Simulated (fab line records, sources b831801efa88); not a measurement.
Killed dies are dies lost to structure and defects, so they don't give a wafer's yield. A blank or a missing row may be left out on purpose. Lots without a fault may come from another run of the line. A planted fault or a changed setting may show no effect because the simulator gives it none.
A struck lot beside a sound one | flow sky130 | 15 steps out of a route of 708
Sound: wafers L311.1, L311.2, L311.5. Struck: wafers L331.1, L331.5, L331.6. The cause comes at the end.
At each step with rows: each side's tool, then ch and its chambers, then its first start. Under that, the readings that differ: sound wafers | struck wafers | difference of the means | sigmas: that difference in standard deviations of wafers without a fault.
alike: readings whose means differ by less than 2 such deviations, and words and numbers that are the same on both sides. not compared: withheld readings, readings that some wafer has no value for, bounds like >300 that may hide the same value, and numbers for which the record gives no deviation and whose values overlap.
The two part at a step that has a row with sigmas, a row that says differs or no value, or rows on one side only. Numbers that don't overlap but have no deviation are shown without sigmas and don't part them. A reading that every wafer of one side lacks parts them only if that side has two wafers or more.

first, 5 steps without rows for these wafers: SKY_LDD_HVP_COAT_02 (resist thk 300 nm); SKY_LDD_HVP_SOFTBAKE_03 (time 60 s); SKY_LDD_HVP_EXPOSE_04 (exposes mask HVPTM, target cd 700 nm); SKY_LDD_HVP_PEB_05; SKY_LDD_HVP_DEVELOP_06 (develop time 60 s).
SKY_LDD_HVP_OVL_MEAS_07:
  sound on overlay-01, day 22 15:32; struck on overlay-02, day 29 13:26
  alike: LDD_HVP_OVL
then, 1 step without rows for these wafers: SKY_LDD_HVP_IMPLANT_08.
SKY_LDD_HVP_STRIP_09: strips in O2/N2.
  sound on plasma_asher-03 ch 0,1, day 22 15:43; struck on plasma_asher-04 ch 0,1, day 29 13:37
  alike: drypump_motor_current_A, n2_flow_sccm, oes_product_au, strip_time_to_endpoint_s
  not compared: rf_hours_counter_h
SKY_LDD_HVP_TW_MEAS_10:
  sound on film_metro-01, day 22 15:49; struck on film_metro-04, day 29 13:43
  alike: LDD_HVP_TW
then, 3 steps without rows for these wafers: SKY_LDD_LDN_DEHYDRATE_00 (time 60 s); SKY_LDD_LDN_HMDS_01 (prime time 60 s); SKY_LDD_LDN_COAT_02 (resist thk 1140 nm).
SKY_LDD_LDN_SOFTBAKE_03: time 60 s.
  sound on litho_track-03 ch 0, day 23 05:59; struck on litho_track-01 ch 0, day 30 03:35
  reading          | sound             | struck               | difference | sigmas
  run_length_s (s) | 89.26 89.14 89.15 | 102.02 102.01 102.10 | +12.86     | +86
then, 1 step without rows for these wafers: SKY_LDD_LDN_EXPOSE_04 (exposes mask LDNTM, target cd 700 nm).
-- the record jumps here: 21 days lie between the struck wafers' starts before and after (it left off in module LDD_LDN and takes up again in module PAD_OPEN, whose first step shown is number 708 of the route) --
SKY_PAD_OPEN_PROBE_99:
  sound on prober-02, day 46 11:40; struck on prober-02, day 50 19:37
  alike: killed_at_M0_to_M3, killed_at_M4_up, killed_at_contacts, killed_at_front_end, killed_at_other, killed_dies, killed_open, killed_short

WHERE THEY PART
Only at SKY_LDD_LDN_SOFTBAKE_03, within this record. Later steps at which nothing parts them and some readings are alike: SKY_PAD_OPEN_PROBE_99.

WHY: what the simulator had put in
Process parameter drift: litho_track-01, from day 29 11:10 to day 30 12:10, at SKY_LDD_LDN_SOFTBAKE_03. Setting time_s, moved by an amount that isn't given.
